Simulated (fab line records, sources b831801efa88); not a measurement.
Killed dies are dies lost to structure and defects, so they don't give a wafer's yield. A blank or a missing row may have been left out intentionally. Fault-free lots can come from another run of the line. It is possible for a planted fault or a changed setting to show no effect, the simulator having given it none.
One fault through the eyes of 2 desks || flow sky130 || only its own numbers are on each desk; what lay behind them is given at the end

== AT THE METROLOGY DESK ==
What the gauges read, lot by lot, whatever tool the lot ran on: means of the sampled wafers that have a number. A lot is out of limits, marked OUT, if its mean lies more than 4 standard deviations from the usual mean; the brackets give that distance.
Columns: A = DNWELL_TW at SKY_DNWELL_TW_MEAS_09, usual 1113; B = POLY_GATE_CVD_00_THK at SKY_POLY_GATE_THK_MEAS_01, usual 180.7 nm; C = POLY_GATE_OXIDATION_THK at SKY_POLY_GATE_THK_MEAS_21, usual 3.95 nm
{"lot": "L585", "first seen here": "day 3 02:28", "A": 1115, "B": 182.9, "C": 3.99}
{"lot": "L588", "first seen here": "day 4 05:11", "A": 1107, "B": 179.7, "C": 3.89}
{"lot": "L590", "first seen here": "day 4 23:29", "A": 1118, "B": "200.3 (+13) OUT", "C": 3.93}
{"lot": "L599", "first seen here": "day 6 12:04", "A": 1112, "B": 178.5, "C": 4.09}
{"lot": "L601", "first seen here": "day 6 21:32", "A": 1108, "B": 179.1, "C": 3.97}
{"lot": "L602", "first seen here": "day 7 03:20", "A": 1121, "B": 179.1, "C": 3.93}
{"lot": "L603", "first seen here": "day 7 09:24", "A": 1112, "B": 180.6, "C": 3.83}
{"lot": "L604", "first seen here": "day 7 11:05", "A": 1116, "B": 179.2, "C": 4.01}
{"lot": "L605", "first seen here": "day 7 16:38", "A": 1109, "B": 180.1, "C": 3.86}
{"lot": "L606", "first seen here": "day 8 04:10", "A": 1109, "B": 180.4, "C": 3.87}
{"lot": "L607", "first seen here": "day 8 07:02", "A": 1119, "B": 180.0, "C": 3.94}
{"lot": "L608", "first seen here": "day 8 08:55", "A": 1114, "B": 182.3, "C": 3.88}
This desk reports L590 out of limits; the earliest was L590 at day 17 06:10 (POLY_GATE_CVD_00_THK at SKY_POLY_GATE_THK_MEAS_01). Within limits: L585, L588, L599, L601, L602, L603, L604, L605, L606, L607, L608.

== DESK OF THE TOOL OWNER: lpcvd-01 ==
The tool's own readings at SKY_POLY_GATE_CVD_00 (deposits poly-Si, target thk 180 nm, time 720 s): means of the sampled wafers that have a number, for each lot that ran on this tool. A lot is out of limits, marked OUT, if its mean lies more than 4 standard deviations from the usual mean; the brackets give that distance.
Columns: A = pressure_mtorr at SKY_POLY_GATE_CVD_00, usual 200.0 mTorr; B = susceptor_temp_C at SKY_POLY_GATE_CVD_00, usual 620.07 C; C = zone_power_centre_pct at SKY_POLY_GATE_CVD_00, usual 10.56 %
{"lot": "L585", "first seen here": "day 14 02:38", "A": 200.4, "B": 619.64, "C": 10.72}
{"lot": "L588", "first seen here": "day 15 19:48", "A": 199.8, "B": 620.51, "C": 10.77}
{"lot": "L590", "first seen here": "day 17 04:58", "A": "240.2 (+99 or more) OUT", "B": 619.84, "C": 10.65}
{"lot": "L599", "first seen here": "day 19 17:46", "A": 200.2, "B": 619.76, "C": 10.64}
{"lot": "L601", "first seen here": "day 20 02:14", "A": 199.6, "B": 619.86, "C": 10.70}
{"lot": "L602", "first seen here": "day 20 07:36", "A": 200.1, "B": 620.08, "C": 10.68}
{"lot": "L603", "first seen here": "day 20 17:34", "A": 200.4, "B": 620.17, "C": 10.67}
{"lot": "L604", "first seen here": "day 20 19:49", "A": 199.8, "B": 620.06, "C": 10.69}
{"lot": "L605", "first seen here": "day 21 03:06", "A": 199.7, "B": 620.38, "C": 10.36}
{"lot": "L606", "first seen here": "day 21 22:04", "A": 200.3, "B": 620.17, "C": 10.62}
{"lot": "L607", "first seen here": "day 22 03:13", "A": 200.0, "B": 620.33, "C": 10.32}
{"lot": "L608", "first seen here": "day 22 04:31", "A": 199.8, "B": 620.15, "C": 10.65}
Finding of this desk: L590 out of limits; the first was L590 at day 17 04:58, on pressure_mtorr at SKY_POLY_GATE_CVD_00. Within limits: L585, L588, L599, L601, L602, L603, L604, L605, L606, L607, L608.

== ALL TOGETHER ==
An alarm could have come from the tool owner's desk at day 17 04:58, on L590.
On L590, the metrology desk was in a position to raise an alarm at day 17 06:10.
Every lot named ran SKY_POLY_GATE_CVD_00 on lpcvd-01.

== WHAT THE SIMULATOR PUT IN ==
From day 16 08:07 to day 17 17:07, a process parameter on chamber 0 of lpcvd-01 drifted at SKY_POLY_GATE_CVD_00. Setting pressure_mtorr, moved by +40, from 200.
Struck lots among those shown: L590.
Delay (hours) between the fault's onset and each desk's first out-of-limits reading: 21 at the tool owner's desk, 22 at the metrology desk.
